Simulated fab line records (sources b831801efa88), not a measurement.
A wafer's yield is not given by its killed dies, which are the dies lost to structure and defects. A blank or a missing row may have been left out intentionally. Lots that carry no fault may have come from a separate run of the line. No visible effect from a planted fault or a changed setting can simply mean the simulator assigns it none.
Which tool did it? || flow gf180mcu || 18 wafers from 6 lots sampled at 3 of the route's 602 steps

WHAT THE GAUGES SHOWED, per wafer
GF_V1_CD_MEAS_14: the cd target is 260 nm.
{"lot": "L301", "measured": "day 18 17:16", "on": "cd_sem-02", "cd_nm (nm)": "259.9 259.2 259.5"}
{"lot": "L304", "measured": "day 19 23:33", "on": "cd_sem-02", "cd_nm (nm)": "258.4 257.9 257.6"}
{"lot": "L308", "measured": "day 21 12:58", "on": "cd_sem-02", "cd_nm (nm)": "262.4 260.6 260.4"}
{"lot": "L316", "measured": "day 24 07:01", "on": "cd_sem-02", "cd_nm (nm)": "260.0 260.1 260.5"}
{"lot": "L318", "measured": "day 24 22:09", "on": "cd_sem-01", "cd_nm (nm)": "260.2 258.9 258.6"}
{"lot": "L322", "measured": "day 26 03:07", "on": "cd_sem-02", "cd_nm (nm)": "261.1 262.1 262.4"}

WHICH TOOL RAN EACH LOT (tool, then ch and the chambers of the sampled wafers, then the start)
{"lot": "L301", "GF_STI_ETCH_13": "rie_diel-04 ch 0,3, day 2 07:22", "GF_M1_SPUTTER_04": "pvd_sputter-03, day 16 16:41"}
{"lot": "L304", "GF_STI_ETCH_13": "rie_diel-01 ch 2,3, day 2 22:05", "GF_M1_SPUTTER_04": "pvd_sputter-04, day 17 21:16"}
{"lot": "L308", "GF_STI_ETCH_13": "rie_diel-04 ch 0,2,3, day 3 19:25", "GF_M1_SPUTTER_04": "pvd_sputter-04, day 19 10:56"}
{"lot": "L316", "GF_STI_ETCH_13": "rie_diel-03 ch 0,1,2, day 5 12:01", "GF_M1_SPUTTER_04": "pvd_sputter-03, day 22 07:43"}
{"lot": "L318", "GF_STI_ETCH_13": "rie_diel-03 ch 2,3, day 5 22:31", "GF_M1_SPUTTER_04": "pvd_sputter-03, day 22 23:16"}
{"lot": "L322", "GF_STI_ETCH_13": "rie_diel-01 ch 0,2,3, day 6 19:43", "GF_M1_SPUTTER_04": "pvd_sputter-01, day 24 06:02"}
- GF_STI_ETCH_13: etches the open film in CHF3/O2, stops on Si, target depth 282.31 nm, time 112.9 s.
- GF_M1_SPUTTER_04: material TiN, target thk 50 nm, time 41.7 s.

THE ANSWER, worked out from the rows above alone
Rule: the usual values come from the lots themselves. Put in order of their means at a reading, lots are off if they are a third of the lots or fewer, leave a main group of 4 or more, and stand apart from it by a gap of 3 or more times the standard deviation of the main group's means; of several such gaps the widest counts. Not used: any main group whose means are identical at the precision the tables above print for the reading. A lot without any number at a reading at which 4 lots or more have one is off too. Any other lot the step has rows for is counted as sound.
No lot is off at any reading shown: from this, nothing can be told.

WHAT WAS PUT IN BY THE SIMULATOR
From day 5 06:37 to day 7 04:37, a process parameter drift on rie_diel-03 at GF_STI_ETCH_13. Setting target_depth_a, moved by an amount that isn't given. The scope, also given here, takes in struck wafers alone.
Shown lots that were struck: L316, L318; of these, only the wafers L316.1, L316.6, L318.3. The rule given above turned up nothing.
